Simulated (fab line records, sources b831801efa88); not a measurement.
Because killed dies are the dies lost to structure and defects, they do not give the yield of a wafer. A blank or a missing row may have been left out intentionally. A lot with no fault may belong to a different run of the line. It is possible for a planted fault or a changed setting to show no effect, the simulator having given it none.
fab line records | flow sky130
record: lots: 15 | wafers: 43 | lastDay: 50
route steps=708 shown VT_ADJUST_LVTN@116
lots that met no fault: from a run of the same line without faults
startH: hours from the record's opening day to when the first of the lot's shown wafers began | waitH: hours since the lot's step before | " identical to the entry in the row above | L1.1+2: a single row standing in for several wafers | - either no value or no given start | * or withheld: withheld | < > ~ a bound
route shown NAME@n: NAME is a module with steps in the file, n the number in the route of the first one | usual: mean/standard deviation taken from wafers without a fault | same: alike in all rows | chamber/n: place in a boat | sites: each site's reading | _std_site: the values' standard deviation | _edge_site: the outer-site mean with the inner-site mean subtracted | radiusMm: for every site, how far away it sits from the centre of the wafer | mask NAME#n: copy n | behind: tool/chamber where the wafer was last shaped | hold: cause of the lot's hold/its duration in hours/its outcome | device: transistor that didn't switch, given as n, p or np | end of line: at the end of the route, the tests of the same wafers | step lacking rows: just its recipe | killed: at the first sort, the dies lost to defects and structure; wafer yield is something else | map: a wafer's dies, marking killed ones x, the rest . and places with no die _
set.NAME: the run value of the setting; set.NAME@STEP: its run value at that earlier step | model.NAME: the simulator's own value behind a step, which no gauge read
a sample of lots followed through the steps of the route, with each step as a table and each wafer as a row
services: a tool's chamber out of use, with start hour (startH, from the record's first day; less than 0 if before it), hours out, and reason
== steps ==
step: SKY_VT_ADJUST_LVTN_IMPLANT_19
recipe: species: B | energyKev: 30 | doseCm2: 6.5e+11 | tiltDeg: withheld
lot.wafer  | tool         | chamber | startH | waitH
L644.1+3+5 | implanter-02 | 0       | 160.56 | 0.0
L646.3+4+6 | implanter-01 | 0       | 171.16 | 0.1
L647.2+3+5 | implanter-04 | 0       | 181.69 | 0.0
L648.2+3+4 | implanter-01 | 0       | 185.86 | 0.0
L649.3+4+6 | implanter-04 | 0       | 190.39 | 0.1
L650.2+4+6 | implanter-02 | 0       | 200.04 | 0.0
L651.2+5+6 | implanter-02 | 0       | 207.49 | 0.0
L652.3+4+6 | implanter-01 | 0       | 213.16 | 0.1
L653.2+3+5 | implanter-01 | 0       | 217.16 | 0.0
L655.2+3+4 | implanter-02 | 0       | 238.04 | 0.0
L656.3+4+6 | implanter-04 | 0       | 239.24 | 0.1
L662.1+6   | implanter-01 | 0       | 290.44 | 0.0
L663.1+4   | implanter-01 | 0       | 299.01 | 0.0
L666.2+3+6 | implanter-01 | 0       | 312.16 | 0.0
L667.1+2+3 | implanter-02 | 0       | 313.94 | 0.0
step: SKY_VT_ADJUST_LVTN_TW_MEAS_21
usual: VT_ADJUST_LVTN_2_TW: 187.1/1.4
lot.wafer | tool         | chamber | startH | waitH | VT_ADJUST_LVTN_2_TW
L644.1    | filmMetro-04 | -       | 160.81 | 0.1   | 185.8
L644.3    | "            | -       | "      | "     | 185.3
L644.5    | "            | -       | "      | "     | 185.8
L646.3    | filmMetro-02 | -       | 171.38 | 0.1   | 188.5
L646.4    | "            | -       | "      | "     | 189.0
L646.6    | "            | -       | "      | "     | 188.6
L647.2    | filmMetro-04 | -       | 181.93 | 0.1   | 186.7
L647.3    | "            | -       | "      | "     | 187.1
L647.5    | "            | -       | "      | "     | 186.3
L648.2    | filmMetro-03 | -       | 186.10 | 0.1   | 186.6
L648.3    | "            | -       | "      | "     | 187.2
L648.4    | "            | -       | "      | "     | 187.0
L649.3    | filmMetro-02 | -       | 190.61 | 0.1   | 188.6
L649.4    | "            | -       | "      | "     | 188.2
L649.6    | "            | -       | "      | "     | 188.9
L650.2    | filmMetro-03 | -       | 200.27 | 0.1   | 188.4
L650.4    | "            | -       | "      | "     | 186.6
L650.6    | "            | -       | "      | "     | 188.1
L651.2    | filmMetro-03 | -       | 207.73 | 0.1   | 187.3
L651.5    | "            | -       | "      | "     | 187.0
L651.6    | "            | -       | "      | "     | 187.2
L652.3    | filmMetro-03 | -       | 213.38 | 0.1   | 187.1
L652.4    | "            | -       | "      | "     | 187.4
L652.6    | "            | -       | "      | "     | 187.8
L653.2    | filmMetro-03 | -       | 217.40 | 0.1   | 185.4
L653.3    | "            | -       | "      | "     | 186.8
L653.5    | "            | -       | "      | "     | 187.2
L655.2    | filmMetro-03 | -       | 238.28 | 0.1   | 186.9
L655.3    | "            | -       | "      | "     | 187.4
L655.4    | "            | -       | "      | "     | 187.4
L656.3    | filmMetro-02 | -       | 239.46 | 0.1   | 188.0
L656.4    | "            | -       | "      | "     | 189.2
L656.6    | "            | -       | "      | "     | 189.5
L662.1    | filmMetro-03 | -       | 290.69 | 0.1   | 176.9
L662.6    | "            | -       | "      | "     | 177.1
L663.1    | filmMetro-02 | -       | 299.26 | 0.1   | 181.0
L663.4    | "            | -       | "      | "     | 187.8
L666.2    | filmMetro-03 | -       | 312.40 | 0.1   | 185.4
L666.3    | "            | -       | "      | "     | 185.5
L666.6    | "            | -       | "      | "     | 177.7
L667.1    | filmMetro-04 | -       | 314.19 | 0.1   | 186.6
L667.2    | "            | -       | "      | "     | 186.1
L667.3    | "            | -       | "      | "     | 186.1
== services ==
tool         | chamber | startH | hours | kind
implanter-04 | -       | 173.25 | 3.4   | repair
implanter-04 | -       | 199.41 | 4.5   | repair
implanter-01 | -       | 236.72 | 6.0   | pm
implanter-04 | -       | 260.05 | 4.1   | pm
implanter-02 | -       | 273.00 | 4.1   | repair
== key ==
firstSign: step: SKY_VT_ADJUST_LVTN_TW_MEAS_21 | reading: VT_ADJUST_LVTN_2_TW | direction: down | sigmas: 6.4 | usual: 187.1 | struck: 178.2
effect none on later readings
metAt SKY_VT_ADJUST_LVTN_IMPLANT_19
struckLots L662,L663,L666
struckWafers L662.1,L662.6,L663.1,L666.6
testerLeftOut L662,L663,L666
onsetBetween 217.16 290.44
fault: kind: processParameterDrift | tool: implanter-01 | chamber: - | onsetH: 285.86 | steps: SKY_VT_ADJUST_LVTN_IMPLANT_19 | channel: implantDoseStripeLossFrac | offset: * | shape: step | endH: 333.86 | scope: struckWafersOnly
testerLeftOut: of these lots the tester's yield and bins aren't shown, on N5 and GAA mostly nor the transistor test; their killed dies are dies lost to structure and defects alone, not to doping, threshold or leakage, so they don't give the yield
